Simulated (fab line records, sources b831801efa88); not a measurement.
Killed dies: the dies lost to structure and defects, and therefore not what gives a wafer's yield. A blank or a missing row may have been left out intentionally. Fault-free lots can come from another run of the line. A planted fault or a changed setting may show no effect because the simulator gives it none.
fab line records -- flow sky130 -- part 1 of 2: steps 1 to 29 of 42
record: lots: 5, wafers: 15, last_day: 49
route steps=708 shown LDD_HVN@272 LDD_HVP@278 LDD_LDN@289 SPACER@304 POLY_CUT@307
lots with no fault: from the same line, run without faults
start_h: start of the lot's first displayed wafer, in hours after the record's first day -- wait_h: hours elapsed since this lot's preceding step -- " unchanged from the row above -- L1.1+2: a single row standing in for several wafers -- - no value, or no start given -- * or withheld: withheld -- < > ~ a bound
route shown NAME@n: names a module that has steps shown in the file, with the first one's number in the route -- usual: the fault-free wafers' mean and standard deviation -- same: alike in all rows -- chamber/n: place in a boat -- sites: per-site readings -- _std_site: the standard deviation of these -- _edge_site: mean of outer sites minus mean of inner sites -- radius_mm: how far each site lies from the wafer's centre -- mask NAME#n: copy n -- behind: tool/chamber where the wafer was last shaped -- hold: the reason the lot was held/the length of the hold in hours/how it ended -- device: transistor that didn't switch, given as n, p or np -- end of line: the same wafers' tests at the end of the route -- a step given without rows: its recipe and nothing more -- killed: dies lost to structure and defects at the first sort, not the wafer's yield -- map: the dies of a wafer, with x for killed, . for not killed, _ for no die there
set.NAME: the setting that was run; set.NAME@STEP: the one run at that earlier step -- model.NAME: the simulator's own value behind a step, which no gauge read
lots at some steps of the route; a table a step, a row a wafer
services: when a tool's chamber went out of use (start_h, in hours from the record's first day, below 0 if earlier), for how many hours, and the reason
== steps ==
step: SKY_LDD_HVN_PEB_05
recipe: temp_c: withheld, time_s: *, resist: NOVOLAK
lot.wafer,tool,chamber,start_h,wait_h
L078.2+3+5,litho_track-01,0,-,-
L081.1+2+5,litho_track-01,0,-,-
L080.1+5+6,litho_track-02,0,-,-
L088.1+4+6,litho_track-03,0,-,-
L095.4+5+6,litho_track-03,0,-,-
step: SKY_LDD_HVN_DEVELOP_06
recipe: resist: NOVOLAK, developer: TMAH, develop_time_s: 60, dev_temp_c: 23
same: develop_time_s: 60
lot.wafer,tool,chamber,start_h,wait_h
L078.2+3+5,litho_track-01,0,522.84,0.1
L081.1+2+5,litho_track-01,0,526.52,0.1
L080.1+5+6,litho_track-02,0,528.08,0.1
L088.1+4+6,litho_track-03,0,586.46,0.1
L095.4+5+6,litho_track-03,0,631.13,0.1
step: SKY_LDD_HVN_OVL_MEAS_07
usual: LDD_HVN_OVL: 0.1/1.2
lot.wafer,tool,chamber,start_h,wait_h,LDD_HVN_OVL[nm]
L078.2,overlay-02,-,522.97,0.1,0.2
L078.3,overlay-02,-,522.97,0.1,-0.7
L078.5,overlay-02,-,522.97,0.1,0.5
L081.1,overlay-01,-,526.67,0.1,1.0
L081.2,overlay-01,-,526.67,0.1,-2.2
L081.5,overlay-01,-,526.67,0.1,-1.0
L080.1,overlay-02,-,528.23,0.1,1.2
L080.5,overlay-02,-,528.23,0.1,-2.4
L080.6,overlay-02,-,528.23,0.1,-0.6
L088.1,overlay-02,-,586.61,0.1,0.8
L088.4,overlay-02,-,586.61,0.1,0.1
L088.6,overlay-02,-,586.61,0.1,-0.4
L095.4,overlay-01,-,631.23,0.1,0.8
L095.5,overlay-01,-,631.23,0.1,0.9
L095.6,overlay-01,-,631.23,0.1,0.1
step: SKY_LDD_HVN_IMPLANT_08
recipe: species: P, energy_kev: 60, dose_cm2: 3e+13, tilt_deg: 40
usual: end_station_pressure_torr: 5.1e-06/2.6e-07
lot.wafer,tool,chamber,start_h,wait_h,end_station_pressure_torr
L078.2,implanter-01,0,523.03,0.0,4.76e-06
L078.3,implanter-01,0,523.03,0.0,4.95e-06
L078.5,implanter-01,0,523.03,0.0,4.85e-06
L081.1,implanter-04,0,526.70,0.0,5.22e-06
L081.2,implanter-04,0,526.70,0.0,4.81e-06
L081.5,implanter-04,0,526.70,0.0,5.12e-06
L080.1,implanter-04,0,528.26,0.0,5.25e-06
L080.5,implanter-04,0,528.26,0.0,5.15e-06
L080.6,implanter-04,0,528.26,0.0,5.25e-06
L088.1,implanter-03,0,586.64,0.0,5.39e-06
L088.4,implanter-03,0,586.64,0.0,5.21e-06
L088.6,implanter-03,0,586.64,0.0,5.54e-06
L095.4,implanter-04,0,631.32,0.1,5.05e-06
L095.5,implanter-04,0,631.32,0.1,5.09e-06
L095.6,implanter-04,0,631.32,0.1,5.13e-06
step: SKY_LDD_HVN_STRIP_09
recipe: chemistry: O2/N2, power_w: 1400, pressure_mtorr: 1500, platen_temp_c: withheld, o2_flow_sccm: 3000, n2_flow_sccm: 300, overash_fraction: 0.5
usual: drypump_motor_current_A: 5.9/0.41, oes_product_au: 0.408/0.0044, strip_time_to_endpoint_s: 4.140/0.013
lot.wafer,tool,chamber,start_h,wait_h,drypump_motor_current_A,oes_product_au,rf_hours_counter_h,strip_time_to_endpoint_s
L078.2,plasma_asher-03,1,523.15,0.1,6.5,0.411,84,4.155
L078.3,plasma_asher-03,0,523.15,0.1,5.8,0.409,-,4.146
L078.5,plasma_asher-03,0,523.15,0.1,5.8,0.413,-,4.142
L081.1,plasma_asher-01,1,526.85,0.1,5.5,0.416,70,4.140
L081.2,plasma_asher-01,0,526.85,0.1,5.9,0.410,70,4.140
L081.5,plasma_asher-01,0,526.85,0.1,5.9,0.413,-,4.133
L080.1,plasma_asher-04,1,528.41,0.1,5.2,0.407,8,4.141
L080.5,plasma_asher-04,1,528.41,0.1,5.2,0.407,-,4.148
L080.6,plasma_asher-04,0,528.41,0.1,6.1,0.414,-,4.155
L088.1,plasma_asher-04,0,586.79,0.1,6.2,0.412,15,4.149
L088.4,plasma_asher-04,0,586.79,0.1,6.2,0.403,-,4.157
L088.6,plasma_asher-04,0,586.79,0.1,6.2,0.415,-,4.157
L095.4,plasma_asher-01,0,631.43,0.1,5.9,0.405,-,4.156
L095.5,plasma_asher-01,1,631.43,0.1,5.5,0.410,-,4.156
L095.6,plasma_asher-01,0,631.43,0.1,5.9,0.404,-,4.159
step: SKY_LDD_HVN_TW_MEAS_10
usual: LDD_HVN_TW: 1429/12
lot.wafer,tool,chamber,start_h,wait_h,LDD_HVN_TW
L078.2,film_metro-04,-,523.26,0.1,1436
L078.3,film_metro-04,-,523.26,0.1,1425
L078.5,film_metro-04,-,523.26,0.1,1431
L081.1,film_metro-03,-,526.95,0.1,1445
L081.2,film_metro-03,-,526.95,0.1,1445
L081.5,film_metro-03,-,526.95,0.1,1443
L080.1,film_metro-01,-,528.51,0.1,1420
L080.5,film_metro-01,-,528.51,0.1,1415
L080.6,film_metro-01,-,528.51,0.1,1414
L088.1,film_metro-04,-,586.89,0.1,1424
L088.4,film_metro-04,-,586.89,0.1,1423
L088.6,film_metro-04,-,586.89,0.1,1430
L095.4,film_metro-04,-,631.52,0.1,1432
L095.5,film_metro-04,-,631.52,0.1,1425
L095.6,film_metro-04,-,631.52,0.1,1422
step: SKY_LDD_HVP_DEHYDRATE_00
recipe: temp_c: 200, time_s: 60
lot.wafer,tool,chamber,start_h,wait_h
L078.2+3+5,litho_track-04,0,538.73,15.5
L081.1+2+5,litho_track-03,0,542.36,15.4
L080.1+5+6,litho_track-04,0,543.96,15.4
L088.1+4+6,litho_track-02,0,601.48,14.6
L095.4+5+6,litho_track-04,0,645.03,13.5
step: SKY_LDD_HVP_HMDS_01
recipe: prime_time_s: 60, prime_temp_c: 120
lot.wafer,tool,chamber,start_h,wait_h
L078.2+3+5,litho_track-04,0,538.88,0.1
L081.1+2+5,litho_track-03,0,542.51,0.1
L080.1+5+6,litho_track-04,0,544.11,0.1
L088.1+4+6,litho_track-02,0,601.63,0.1
L095.4+5+6,litho_track-04,0,645.18,0.1
step: SKY_LDD_HVP_COAT_02
recipe: resist: NOVOLAK, spin_rpm: 3000, resist_thk_nm: 300
lot.wafer,tool,chamber,start_h,wait_h
L078.2+3+5,litho_track-04,0,539.03,0.1
L081.1+2+5,litho_track-03,0,542.66,0.1
L080.1+5+6,litho_track-04,0,544.26,0.1
L088.1+4+6,litho_track-02,0,601.78,0.1
L095.4+5+6,litho_track-04,0,645.33,0.1
step: SKY_LDD_HVP_SOFTBAKE_03
recipe: temp_c: 90, time_s: 60, resist: NOVOLAK
lot.wafer,tool,chamber,start_h,wait_h
L078.2+3+5,litho_track-04,0,539.18,0.1
L081.1+2+5,litho_track-03,0,542.81,0.1
L080.1+5+6,litho_track-04,0,544.41,0.1
L088.1+4+6,litho_track-02,0,601.93,0.1
L095.4+5+6,litho_track-04,0,645.48,0.1
step: SKY_LDD_HVP_EXPOSE_04
recipe: mask_id: HVPTM, na: 0.6, source_shape: conventional, sigma_outer: 0.6, polarization: unpolarized, target_cd_nm: 700, dose_mj: 86
usual: focus_offset_nm: 0.0/0.49, stage_vel_mm_s: 499.99/0.25
lot.wafer,tool,chamber,start_h,wait_h,mask,focus_offset_nm,stage_vel_mm_s
L078.2,iline_stepper-02,0,-,-,HVPTM#0,-0.9,499.45
L078.3,iline_stepper-02,0,-,-,HVPTM#0,0.0,499.43
L078.5,iline_stepper-02,0,-,-,HVPTM#0,-0.6,499.48
L081.1,iline_stepper-01,0,-,-,HVPTM#0,-0.5,499.76
L081.2,iline_stepper-01,0,-,-,HVPTM#0,-0.9,499.70
L081.5,iline_stepper-01,0,-,-,HVPTM#0,0.6,499.81
L080.1,iline_stepper-02,0,-,-,HVPTM#0,-0.3,499.87
L080.5,iline_stepper-02,0,-,-,HVPTM#0,0.1,499.66
L080.6,iline_stepper-02,0,-,-,HVPTM#0,0.2,500.00
L088.1,iline_stepper-01,0,-,-,HVPTM#0,0.4,500.07
L088.4,iline_stepper-01,0,-,-,HVPTM#0,1.4,500.08
L088.6,iline_stepper-01,0,-,-,HVPTM#0,0.9,499.91
L095.4,iline_stepper-01,0,-,-,HVPTM#0,0.1,499.61
L095.5,iline_stepper-01,0,-,-,HVPTM#0,0.5,500.08
L095.6,iline_stepper-01,0,-,-,HVPTM#0,0.0,500.10
step: SKY_LDD_HVP_PEB_05
recipe: temp_c: withheld, time_s: *, resist: NOVOLAK
lot.wafer,tool,chamber,start_h,wait_h
L078.2+3+5,litho_track-02,0,-,-
L081.1+2+5,litho_track-04,0,-,-
L080.1+5+6,litho_track-03,0,-,-
L088.1+4+6,litho_track-02,0,-,-
L095.4+5+6,litho_track-03,0,-,-
step: SKY_LDD_HVP_DEVELOP_06
recipe: resist: NOVOLAK, developer: TMAH, develop_time_s: 60, dev_temp_c: 23
same: develop_time_s: 60
lot.wafer,tool,chamber,start_h,wait_h
L078.2+3+5,litho_track-02,0,553.10,0.1
L081.1+2+5,litho_track-04,0,556.46,0.1
L080.1+5+6,litho_track-03,0,558.21,0.1
L088.1+4+6,litho_track-02,0,615.68,0.1
L095.4+5+6,litho_track-03,0,660.28,0.1
step: SKY_LDD_HVP_OVL_MEAS_07
usual: LDD_HVP_OVL: -0.1/1.4
lot.wafer,tool,chamber,start_h,wait_h,LDD_HVP_OVL[nm]
L078.2,overlay-01,-,553.23,0.1,-0.6
L078.3,overlay-01,-,553.23,0.1,0.7
L078.5,overlay-01,-,553.23,0.1,0.4
L081.1,overlay-02,-,556.61,0.1,0.4
L081.2,overlay-02,-,556.61,0.1,0.5
L081.5,overlay-02,-,556.61,0.1,0.4
L080.1,overlay-02,-,558.36,0.1,2.2
L080.5,overlay-02,-,558.36,0.1,1.1
L080.6,overlay-02,-,558.36,0.1,2.4
L088.1,overlay-01,-,615.83,0.1,-1.2
L088.4,overlay-01,-,615.83,0.1,-2.0
L088.6,overlay-01,-,615.83,0.1,-0.2
L095.4,overlay-02,-,660.38,0.1,-1.4
L095.5,overlay-02,-,660.38,0.1,1.0
L095.6,overlay-02,-,660.38,0.1,-1.8
step: SKY_LDD_HVP_IMPLANT_08
recipe: species: B, energy_kev: 20, dose_cm2: 1.7e+13, tilt_deg: 17.9
usual: end_station_pressure_torr: 5.06e-06/2.6e-07
lot.wafer,tool,chamber,start_h,wait_h,end_station_pressure_torr
L078.2,implanter-02,0,553.29,0.0,4.78e-06
L078.3,implanter-02,0,553.29,0.0,5.16e-06
L078.5,implanter-02,0,553.29,0.0,4.97e-06
L081.1,implanter-02,0,556.64,0.0,5.31e-06
L081.2,implanter-02,0,556.64,0.0,4.97e-06
L081.5,implanter-02,0,556.64,0.0,5.17e-06
L080.1,implanter-02,0,558.39,0.0,4.92e-06
L080.5,implanter-02,0,558.39,0.0,5.28e-06
L080.6,implanter-02,0,558.39,0.0,4.69e-06
L088.1,implanter-02,0,615.86,0.0,4.79e-06
L088.4,implanter-02,0,615.86,0.0,4.68e-06
L088.6,implanter-02,0,615.86,0.0,5.47e-06
L095.4,implanter-04,0,660.47,0.1,5.14e-06
L095.5,implanter-04,0,660.47,0.1,4.54e-06
L095.6,implanter-04,0,660.47,0.1,4.91e-06
step: SKY_LDD_HVP_STRIP_09
recipe: chemistry: O2/N2, power_w: 1400, pressure_mtorr: 1500, platen_temp_c: withheld, o2_flow_sccm: 3000, n2_flow_sccm: 300, overash_fraction: 0.5
usual: drypump_motor_current_A: 5.6/0.41, oes_product_au: 0.409/0.0049, strip_time_to_endpoint_s: 4.140/0.013
lot.wafer,tool,chamber,start_h,wait_h,drypump_motor_current_A,oes_product_au,rf_hours_counter_h,strip_time_to_endpoint_s
L078.2,plasma_asher-02,1,553.41,0.1,5.5,0.411,46,4.113
L078.3,plasma_asher-02,0,553.41,0.1,5.0,0.409,-,4.143
L078.5,plasma_asher-02,0,553.41,0.1,5.0,0.413,-,4.131
L081.1,plasma_asher-02,0,556.79,0.1,5.1,0.419,46,4.158
L081.2,plasma_asher-02,1,556.79,0.1,5.5,0.414,46,4.139
L081.5,plasma_asher-02,0,556.79,0.1,5.0,0.405,-,4.136
L080.1,plasma_asher-01,0,558.54,0.1,5.9,0.416,72,4.155
L080.5,plasma_asher-01,0,558.54,0.1,5.9,0.403,-,4.135
L080.6,plasma_asher-01,1,558.54,0.1,5.5,0.404,-,4.152
L088.1,plasma_asher-04,0,616.01,0.1,6.1,0.406,19,4.143
L088.4,plasma_asher-04,0,616.01,0.1,6.1,0.405,-,4.150
L088.6,plasma_asher-04,1,616.01,0.1,5.2,0.423,-,4.146
L095.4,plasma_asher-01,1,660.58,0.1,5.5,0.411,-,4.139
L095.5,plasma_asher-01,1,660.58,0.1,5.5,0.411,-,4.178
L095.6,plasma_asher-01,0,660.58,0.1,5.9,0.411,-,4.157
step: SKY_LDD_HVP_TW_MEAS_10
usual: LDD_HVP_TW: 453/4.1
lot.wafer,tool,chamber,start_h,wait_h,LDD_HVP_TW
L078.2,film_metro-03,-,553.52,0.1,456
L078.3,film_metro-03,-,553.52,0.1,455
L078.5,film_metro-03,-,553.52,0.1,456
L081.1,film_metro-03,-,556.89,0.1,456
L081.2,film_metro-03,-,556.89,0.1,454
L081.5,film_metro-03,-,556.89,0.1,458
L080.1,film_metro-03,-,558.64,0.1,457
L080.5,film_metro-03,-,558.64,0.1,453
L080.6,film_metro-03,-,558.64,0.1,457
L088.1,film_metro-01,-,616.11,0.1,448
L088.4,film_metro-01,-,616.11,0.1,450
L088.6,film_metro-01,-,616.11,0.1,450
L095.4,film_metro-03,-,660.67,0.1,459
L095.5,film_metro-03,-,660.67,0.1,456
L095.6,film_metro-03,-,660.67,0.1,461
step: SKY_LDD_LDN_DEHYDRATE_00
recipe: temp_c: 200, time_s: 60
lot.wafer,tool,chamber,start_h,wait_h
L078.2+3+5,litho_track-01,0,568.74,15.2
L081.1+2+5,litho_track-01,0,572.51,15.6
L080.1+5+6,litho_track-01,0,574.01,15.4
L088.1+4+6,litho_track-01,0,630.92,14.8
L095.4+5+6,litho_track-01,0,674.44,13.8
step: SKY_LDD_LDN_HMDS_01
recipe: prime_time_s: 60, prime_temp_c: 120
lot.wafer,tool,chamber,start_h,wait_h
L078.2+3+5,litho_track-01,0,568.89,0.1
L081.1+2+5,litho_track-01,0,572.66,0.1
L080.1+5+6,litho_track-01,0,574.16,0.1
L088.1+4+6,litho_track-01,0,631.07,0.1
L095.4+5+6,litho_track-01,0,674.59,0.1
step: SKY_LDD_LDN_COAT_02
recipe: resist: NOVOLAK, spin_rpm: 3000, resist_thk_nm: 1140
lot.wafer,tool,chamber,start_h,wait_h
L078.2+3+5,litho_track-01,0,569.04,0.1
L081.1+2+5,litho_track-01,0,572.81,0.1
L080.1+5+6,litho_track-01,0,574.31,0.1
L088.1+4+6,litho_track-01,0,631.22,0.1
L095.4+5+6,litho_track-01,0,674.74,0.1
step: SKY_LDD_LDN_SOFTBAKE_03
recipe: temp_c: 90, time_s: 60, resist: NOVOLAK
lot.wafer,tool,chamber,start_h,wait_h
L078.2+3+5,litho_track-01,0,569.19,0.1
L081.1+2+5,litho_track-01,0,572.96,0.1
L080.1+5+6,litho_track-01,0,574.46,0.1
L088.1+4+6,litho_track-01,0,631.37,0.1
L095.4+5+6,litho_track-01,0,674.89,0.1
step: SKY_LDD_LDN_EXPOSE_04
recipe: mask_id: LDNTM, na: 0.6, source_shape: conventional, sigma_outer: 0.6, polarization: unpolarized, target_cd_nm: 700, dose_mj: 140
usual: focus_offset_nm: 0.1/0.47, stage_vel_mm_s: 499.95/0.26
lot.wafer,tool,chamber,start_h,wait_h,mask,focus_offset_nm,stage_vel_mm_s
L078.2,iline_stepper-02,0,-,-,LDNTM#0,-0.8,499.64
L078.3,iline_stepper-02,0,-,-,LDNTM#0,-0.8,499.65
L078.5,iline_stepper-02,0,-,-,LDNTM#0,-0.9,499.58
L081.1,iline_stepper-01,0,-,-,LDNTM#0,-0.6,499.57
L081.2,iline_stepper-01,0,-,-,LDNTM#0,0.2,499.82
L081.5,iline_stepper-01,0,-,-,LDNTM#0,-0.2,499.43
L080.1,iline_stepper-01,0,-,-,LDNTM#0,0.3,500.29
L080.5,iline_stepper-01,0,-,-,LDNTM#0,0.4,500.31
L080.6,iline_stepper-01,0,-,-,LDNTM#0,-0.3,500.65
L088.1,iline_stepper-02,0,-,-,LDNTM#0,0.2,500.11
L088.4,iline_stepper-02,0,-,-,LDNTM#0,0.2,499.74
L088.6,iline_stepper-02,0,-,-,LDNTM#0,0.4,499.99
L095.4,iline_stepper-02,0,-,-,LDNTM#0,0.0,499.62
L095.5,iline_stepper-02,0,-,-,LDNTM#0,0.5,499.63
L095.6,iline_stepper-02,0,-,-,LDNTM#0,-1.3,499.74
step: SKY_LDD_LDN_PEB_05
recipe: temp_c: withheld, time_s: *, resist: NOVOLAK
lot.wafer,tool,chamber,start_h,wait_h
L078.2+3+5,litho_track-01,0,-,-
L081.1+2+5,litho_track-03,0,-,-
L080.1+5+6,litho_track-01,0,-,-
L088.1+4+6,litho_track-03,0,-,-
L095.4+5+6,litho_track-01,0,-,-
step: SKY_LDD_LDN_DEVELOP_06
recipe: resist: NOVOLAK, developer: TMAH, develop_time_s: 60, dev_temp_c: 23
same: develop_time_s: 60
lot.wafer,tool,chamber,start_h,wait_h
L078.2+3+5,litho_track-01,0,582.94,0.1
L081.1+2+5,litho_track-03,0,586.16,0.1
L080.1+5+6,litho_track-01,0,587.46,0.1
L088.1+4+6,litho_track-03,0,645.21,0.1
L095.4+5+6,litho_track-01,0,689.29,0.1
step: SKY_LDD_LDN_OVL_MEAS_07
usual: LDD_LDN_OVL: 0.9/1.4
lot.wafer,tool,chamber,start_h,wait_h,LDD_LDN_OVL[nm]
L078.2,overlay-01,-,583.07,0.1,-0.5
L078.3,overlay-01,-,583.07,0.1,-1.2
L078.5,overlay-01,-,583.07,0.1,-1.4
L081.1,overlay-01,-,586.31,0.1,1.9
L081.2,overlay-01,-,586.31,0.1,0.1
L081.5,overlay-01,-,586.31,0.1,0.4
L080.1,overlay-02,-,587.61,0.1,0.4
L080.5,overlay-02,-,587.61,0.1,2.6
L080.6,overlay-02,-,587.61,0.1,3.4
L088.1,overlay-01,-,645.36,0.1,-0.6
L088.4,overlay-01,-,645.36,0.1,-0.1
L088.6,overlay-01,-,645.36,0.1,2.0
L095.4,overlay-01,-,689.38,0.1,3.3
L095.5,overlay-01,-,689.38,0.1,1.6
L095.6,overlay-01,-,689.38,0.1,3.3
step: SKY_LDD_LDN_IMPLANT_08
recipe: species: As, energy_kev: 15, dose_cm2: 1.25e+13, tilt_deg: withheld, rotation_deg: 23
usual: end_station_pressure_torr: 5.03e-06/2.7e-07
lot.wafer,tool,chamber,start_h,wait_h,end_station_pressure_torr
L078.2,implanter-02,0,583.13,0.0,5.3e-06
L078.3,implanter-02,0,583.13,0.0,5.59e-06
L078.5,implanter-02,0,583.13,0.0,4.77e-06
L081.1,implanter-04,0,586.34,0.0,5.11e-06
L081.2,implanter-04,0,586.34,0.0,5.38e-06
L081.5,implanter-04,0,586.34,0.0,5.25e-06
L080.1,implanter-03,0,587.65,0.0,5.19e-06
L080.5,implanter-03,0,587.65,0.0,4.97e-06
L080.6,implanter-03,0,587.65,0.0,4.88e-06
L088.1,implanter-03,0,645.39,0.0,4.56e-06
L088.4,implanter-03,0,645.39,0.0,5.19e-06
L088.6,implanter-03,0,645.39,0.0,4.98e-06
L095.4,implanter-03,0,689.48,0.1,5.1e-06
L095.5,implanter-03,0,689.48,0.1,4.92e-06
L095.6,implanter-03,0,689.48,0.1,5.12e-06
step: SKY_LDD_LDN_IMPLANT_09
recipe: species: As, energy_kev: 15.17, dose_cm2: 1.25e+13, tilt_deg: withheld, rotation_deg: 113
usual: end_station_pressure_torr: 5.07e-06/2.7e-07
lot.wafer,tool,chamber,start_h,wait_h,end_station_pressure_torr
L078.2,implanter-02,0,583.28,0.1,5.14e-06
L078.3,implanter-02,0,583.28,0.1,5.06e-06
L078.5,implanter-02,0,583.28,0.1,4.88e-06
L081.1,implanter-04,0,586.49,0.1,5.45e-06
L081.2,implanter-04,0,586.49,0.1,5.54e-06
L081.5,implanter-04,0,586.49,0.1,5.02e-06
L080.1,implanter-03,0,587.80,0.1,5.1e-06
L080.5,implanter-03,0,587.80,0.1,4.86e-06
L080.6,implanter-03,0,587.80,0.1,5.06e-06
L088.1,implanter-03,0,645.54,0.1,5.19e-06
L088.4,implanter-03,0,645.54,0.1,4.46e-06
L088.6,implanter-03,0,645.54,0.1,5.06e-06
L095.4,implanter-03,0,689.63,0.1,4.87e-06
L095.5,implanter-03,0,689.63,0.1,4.81e-06
L095.6,implanter-03,0,689.63,0.1,5.38e-06
step: SKY_LDD_LDN_IMPLANT_10
recipe: species: As, energy_kev: 15, dose_cm2: 1.25e+13, tilt_deg: withheld, rotation_deg: 203
usual: end_station_pressure_torr: 5.07e-06/2.8e-07
lot.wafer,tool,chamber,start_h,wait_h,end_station_pressure_torr
L078.2,implanter-02,0,583.43,0.1,5.11e-06
L078.3,implanter-02,0,583.43,0.1,5.26e-06
L078.5,implanter-02,0,583.43,0.1,5.33e-06
L081.1,implanter-04,0,586.64,0.1,4.89e-06
L081.2,implanter-04,0,586.64,0.1,4.47e-06
L081.5,implanter-04,0,586.64,0.1,4.71e-06
L080.1,implanter-03,0,587.95,0.1,4.96e-06
L080.5,implanter-03,0,587.95,0.1,4.99e-06
L080.6,implanter-03,0,587.95,0.1,5.67e-06
L088.1,implanter-03,0,645.69,0.1,5.3e-06
L088.4,implanter-03,0,645.69,0.1,4.51e-06
L088.6,implanter-03,0,645.69,0.1,5.3e-06
L095.4,implanter-03,0,689.78,0.1,5e-06
L095.5,implanter-03,0,689.78,0.1,5.08e-06
L095.6,implanter-03,0,689.78,0.1,5.26e-06
step: SKY_LDD_LDN_IMPLANT_11
recipe: species: As, energy_kev: 15, dose_cm2: 1.25e+13, tilt_deg: withheld, rotation_deg: 293
usual: end_station_pressure_torr: 5.05e-06/2.6e-07
lot.wafer,tool,chamber,start_h,wait_h,end_station_pressure_torr
L078.2,implanter-02,0,583.58,0.1,5.06e-06
L078.3,implanter-02,0,583.58,0.1,5.65e-06
L078.5,implanter-02,0,583.58,0.1,4.75e-06
L081.1,implanter-04,0,586.79,0.1,5.2e-06
L081.2,implanter-04,0,586.79,0.1,5.45e-06
L081.5,implanter-04,0,586.79,0.1,4.84e-06
L080.1,implanter-03,0,588.10,0.1,5.2e-06
L080.5,implanter-03,0,588.10,0.1,4.78e-06
L080.6,implanter-03,0,588.10,0.1,4.87e-06
L088.1,implanter-03,0,645.84,0.1,5.19e-06
L088.4,implanter-03,0,645.84,0.1,4.89e-06
L088.6,implanter-03,0,645.84,0.1,5.05e-06
L095.4,implanter-03,0,689.93,0.1,5.26e-06
L095.5,implanter-03,0,689.93,0.1,4.59e-06
L095.6,implanter-03,0,689.93,0.1,5.19e-06
